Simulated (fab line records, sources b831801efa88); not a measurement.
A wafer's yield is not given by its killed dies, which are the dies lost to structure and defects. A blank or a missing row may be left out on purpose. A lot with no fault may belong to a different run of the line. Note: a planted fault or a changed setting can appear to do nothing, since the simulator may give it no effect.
A lot that was struck, set against a sound lot :: flow sky130 :: 15 steps out of a route of 708
Sound: wafers L873.1, L873.2, L873.4. The struck wafers were L886.1, L886.3, L886.6. Last of all comes the cause.
For every step that has rows: the tool of each side, followed by ch and its chambers, followed by its first start. Under that, the readings that differ: sound wafers :: struck wafers :: difference of the means :: sigmas: that difference in standard deviations of wafers without a fault.
alike: words and numbers the same on both sides, and readings whose means are apart by under 2 such deviations; not compared: readings that were withheld, readings missing a value for some wafer, numbers with overlapping values and no deviation given by the record, and bounds like >300 which may hide the same value.
The two part at a step that has a row with sigmas, a row that says differs or no value, or rows on one side only. Numbers that have no deviation but don't overlap get no sigmas and don't part them. Lack of a reading on every wafer of one side parts them only where that side has two or more wafers.

SKY_METAL5_RS_MEAS_05: a four-point-probe measurement.
  sound: filmMetro-03 at day 45 05:24; struck: filmMetro-01 at day 48 22:07
  alike: METAL5_ALCU_RS
SKY_METAL5_THK_MEAS_06: measures by xrf.
  sound: filmMetro-03 at day 45 05:31; struck: filmMetro-01 at day 48 22:14
  alike: METAL5_ALCU_THK
then, 7 steps without rows for these wafers: SKY_METAL5_DEHYDRATE_07 (time 60 s); SKY_METAL5_HMDS_08 (prime time 60 s); SKY_METAL5_COAT_09 (resist thk 1800 nm); SKY_METAL5_SOFTBAKE_10 (time 60 s); SKY_METAL5_EXPOSE_11 (exposes mask MM5, target cd 1600 nm); SKY_METAL5_PEB_12; SKY_METAL5_DEVELOP_13 (develop time 60 s).
SKY_METAL5_DESCUM_14: chemistry O2, time 11 s.
  sound on rieMetal-03 ch 0,1, day 46 02:47; struck on rieMetal-03 ch 0,1, day 49 15:59
  alike: drypumpMotorCurrentA, oesProductAu
  not compared: rfHoursCounterH
SKY_METAL5_METAL_ETCH_15: etches the open film in Cl2/BCl3, stops on SiO2, target depth 1260 nm, time 252 s.
  sound on rieMetal-03 ch 0,1, day 46 02:50; struck on rieMetal-03 ch 0,1, day 49 16:01
  alike: drypumpMotorCurrentA, oesProductAu, throttleValvePct
  not compared: rfHoursCounterH
SKY_METAL5_STRIP_16: strips in O2/N2.
  sound on plasmaAsher-03 ch 0,1, day 46 03:09; struck on plasmaAsher-04 ch 0,1, day 49 16:15
  alike: drypumpMotorCurrentA, oesProductAu, stripTimeToEndpointS
  not compared: rfHoursCounterH
SKY_METAL5_STRIP_17: strips in post etch residue remover, time 1200 s.
  sound on wetBench-04 ch 2, day 46 03:15; struck on wetBench-02 ch 0, day 49 16:21
reading: bathGuardTempC (C)
sound: 72.5 72.7 73.2
struck: 70.7 71.0 70.7
difference: -2.0
sigmas: -4

reading: tempC (C)
sound: 72.43 72.51 72.28
struck: 70.37 70.43 70.42
difference: -2.00
sigmas: -14
then, 1 step without rows for these wafers: SKY_METAL5_CLEAN_18 (cleans in IPA, time 180 s).
SKY_PAD_OPEN_PROBE_99:
  rows exist in the record for the sound wafers here (prober-01, day 47 22:58), none for the struck ones

## WHERE THEY PART
First at SKY_METAL5_STRIP_17; last, within this record, at SKY_PAD_OPEN_PROBE_99.

WHY: the cause the simulator had injected
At SKY_METAL5_STRIP_17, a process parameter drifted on wetBench-02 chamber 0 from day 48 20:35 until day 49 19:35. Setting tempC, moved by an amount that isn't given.
